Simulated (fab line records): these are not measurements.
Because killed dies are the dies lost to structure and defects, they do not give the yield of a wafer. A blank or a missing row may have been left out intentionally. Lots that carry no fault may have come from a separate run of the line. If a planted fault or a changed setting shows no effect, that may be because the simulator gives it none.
Split-lot experiment :: flow sky130 :: 21 wafers read across 5 lots, on a route 708 steps long

## THE SPLIT
At SKY_METAL1_COAT_10 (resist thk 450 nm), the setting resist_thk_nm was moved away from the recipe's 450 nm on 6 of the 21 wafers read, by -1.6% to +5.9%. The other wafers ran this setting at the recipe's value.

## FROM THE SPLIT TO THE READING: what the file shows between them, 3 steps
- SKY_METAL1_DEVELOP_14: develop time 60 s (also split here: develop_time_s)
- SKY_METAL1_DESCUM_17: chemistry O2, time 8 s
- SKY_METAL1_ETCH_18: etches BARC in N2/H2, stops on SiO2, time 45.9 s, target depth 60 nm

## THE READING
KrF-thick_of_METAL1_COAT_10.thk_nm (the simulator's own value, which no gauge read), in nm, at SKY_METAL1_METAL_ETCH_19 (etches the open film in Cl2/BCl3, stops on SiO2, target depth 360 nm, time 78 s). The file does not state a usual value for it. Average 158.1 nm, standard deviation 2.9 nm, over the 15 wafers here run with the recipe.

wafer: L079.1
tool, chamber at the split: litho_track-01, 0
resist_thk_nm as run, nm: 461
against the recipe: +2.4%
KrF-thick_of_METAL1_COAT_10.thk_nm, nm: 168.6
against lot-mates on the recipe: +12.7

wafer: L079.2
tool, chamber at the split: litho_track-01, 0
resist_thk_nm as run, nm: 450
against the recipe: recipe
KrF-thick_of_METAL1_COAT_10.thk_nm, nm: 154.6
against lot-mates on the recipe: -

wafer: L079.3
tool, chamber at the split: litho_track-01, 0
resist_thk_nm as run, nm: 461
against the recipe: +2.4%
KrF-thick_of_METAL1_COAT_10.thk_nm, nm: 164.4
against lot-mates on the recipe: +8.5

wafer: L079.4
tool, chamber at the split: litho_track-01, 0
resist_thk_nm as run, nm: 461
against the recipe: +2.4%
KrF-thick_of_METAL1_COAT_10.thk_nm, nm: 169.3
against lot-mates on the recipe: +13.4

wafer: L079.6
tool, chamber at the split: litho_track-01, 0
resist_thk_nm as run, nm: 450
against the recipe: recipe
KrF-thick_of_METAL1_COAT_10.thk_nm, nm: 157.2
against lot-mates on the recipe: -

wafer: L080.1
tool, chamber at the split: litho_track-02, 0
resist_thk_nm as run, nm: 450
against the recipe: recipe
KrF-thick_of_METAL1_COAT_10.thk_nm, nm: 162.2
against lot-mates on the recipe: -

wafer: L080.2
tool, chamber at the split: litho_track-02, 0
resist_thk_nm as run, nm: 450
against the recipe: recipe
KrF-thick_of_METAL1_COAT_10.thk_nm, nm: 157.9
against lot-mates on the recipe: -

wafer: L080.4
tool, chamber at the split: litho_track-02, 0
resist_thk_nm as run, nm: 450
against the recipe: recipe
KrF-thick_of_METAL1_COAT_10.thk_nm, nm: 154.7
against lot-mates on the recipe: -

wafer: L080.5
tool, chamber at the split: litho_track-02, 0
resist_thk_nm as run, nm: 450
against the recipe: recipe
KrF-thick_of_METAL1_COAT_10.thk_nm, nm: 161
against lot-mates on the recipe: -

wafer: L080.6
tool, chamber at the split: litho_track-02, 0
resist_thk_nm as run, nm: 450
against the recipe: recipe
KrF-thick_of_METAL1_COAT_10.thk_nm, nm: 155.2
against lot-mates on the recipe: -

wafer: L081.1
tool, chamber at the split: litho_track-01, 0
resist_thk_nm as run, nm: 450
against the recipe: recipe
KrF-thick_of_METAL1_COAT_10.thk_nm, nm: 160.5
against lot-mates on the recipe: -

wafer: L081.2
tool, chamber at the split: litho_track-01, 0
resist_thk_nm as run, nm: 450
against the recipe: recipe
KrF-thick_of_METAL1_COAT_10.thk_nm, nm: 158.6
against lot-mates on the recipe: -

wafer: L081.3
tool, chamber at the split: litho_track-01, 0
resist_thk_nm as run, nm: 450
against the recipe: recipe
KrF-thick_of_METAL1_COAT_10.thk_nm, nm: 160.4
against lot-mates on the recipe: -

wafer: L084.2
tool, chamber at the split: litho_track-04, 0
resist_thk_nm as run, nm: 450
against the recipe: recipe
KrF-thick_of_METAL1_COAT_10.thk_nm, nm: 152.3
against lot-mates on the recipe: -

wafer: L084.4
tool, chamber at the split: litho_track-04, 0
resist_thk_nm as run, nm: 476.4
against the recipe: +5.9%
KrF-thick_of_METAL1_COAT_10.thk_nm, nm: 184.9
against lot-mates on the recipe: +30.4

wafer: L084.6
tool, chamber at the split: litho_track-04, 0
resist_thk_nm as run, nm: 450
against the recipe: recipe
KrF-thick_of_METAL1_COAT_10.thk_nm, nm: 156.7
against lot-mates on the recipe: -

wafer: L085.1
tool, chamber at the split: litho_track-04, 0
resist_thk_nm as run, nm: 450
against the recipe: recipe
KrF-thick_of_METAL1_COAT_10.thk_nm, nm: 161.6
against lot-mates on the recipe: -

wafer: L085.2
tool, chamber at the split: litho_track-04, 0
resist_thk_nm as run, nm: 442.9
against the recipe: -1.6%
KrF-thick_of_METAL1_COAT_10.thk_nm, nm: 152.4
against lot-mates on the recipe: -7.7

wafer: L085.3
tool, chamber at the split: litho_track-04, 0
resist_thk_nm as run, nm: 450
against the recipe: recipe
KrF-thick_of_METAL1_COAT_10.thk_nm, nm: 160.5
against lot-mates on the recipe: -

wafer: L085.5
tool, chamber at the split: litho_track-04, 0
resist_thk_nm as run, nm: 450
against the recipe: recipe
KrF-thick_of_METAL1_COAT_10.thk_nm, nm: 158.2
against lot-mates on the recipe: -

wafer: L085.6
tool, chamber at the split: litho_track-04, 0
resist_thk_nm as run, nm: 442.9
against the recipe: -1.6%
KrF-thick_of_METAL1_COAT_10.thk_nm, nm: 154.5
against lot-mates on the recipe: -5.6

THE FIT
A straight line over all 21 wafers: KrF-thick_of_METAL1_COAT_10.thk_nm changes by +4.16 nm for each +1% of resist_thk_nm; r = +0.92; the points scatter about the line by 2.8 nm.
The same after taking each lot's own level away (the mean of its wafers on the recipe; 21 wafers): +4.94 nm for each +1%; r = +0.97; scatter 2.2 nm.
On that fit, the largest move of resist_thk_nm shifts the reading by 29 nm.
Measured against the standard deviation above, the lots' own levels, which go from 154.50 to 160.10 nm, span 2.0 times it.
In other words, the slope is changed by the lot-to-lot level; the two fits disagree.
Check: with one of the wafers moved furthest among these (+5.9%) left out of the fit, the line predicts +27 nm for it against its lot-mates. Against them it came out at +30.4 nm.

## THE OTHER SPLITS THESE WAFERS WENT THROUGH
Note: prior to the reading, these wafers also went through further splits. Each is held against what the fit with the lots' levels taken away leaves over:
other split on the same wafers: SKY_LOCAL_INTERCONNECT_ETCH_13 time_s
wafers away from the commonest value: 10
r with KrF-thick_of_METAL1_COAT_10.thk_nm (lot level and that fit taken away): -0.37

other split on the same wafers: SKY_METAL1_SPUTTER_03 power_w
wafers away from the commonest value: 4
r with KrF-thick_of_METAL1_COAT_10.thk_nm (lot level and that fit taken away): -0.02

other split on the same wafers: SKY_METAL1_DEVELOP_14 develop_time_s
wafers away from the commonest value: 10
r with KrF-thick_of_METAL1_COAT_10.thk_nm (lot level and that fit taken away): -0.03

## THE WHOLE CHAIN: every reading that the file lists as answering this split, in the file's order
step: SKY_METAL1_COAT_10
what it does: resist thk 450 nm
reading: KrF-thick_of_METAL1_COAT_10.thk_nm (the simulator's own value, which no gauge read)
change (the file's fit): +4.28 nm for each +1% of the setting
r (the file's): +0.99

step: SKY_METAL1_METAL_ETCH_19
what it does: etches the open film in Cl2/BCl3, stops on SiO2, target depth 360 nm, time 78 s
reading: KrF-thick_of_METAL1_COAT_10.thk_nm (the simulator's own value, which no gauge read)
change (the file's fit): +4.99 nm for each +1% of the setting
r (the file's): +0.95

step: SKY_METAL1_STRIP_20
what it does: strips in O2/N2
reading: strip_time_to_endpoint_s
change (the file's fit): withheld for each +1% of the setting
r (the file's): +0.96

## THE FILE'S OWN FIT
KrF-thick_of_METAL1_COAT_10.thk_nm changes by +4.99 nm for each +1% of resist_thk_nm, r = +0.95.
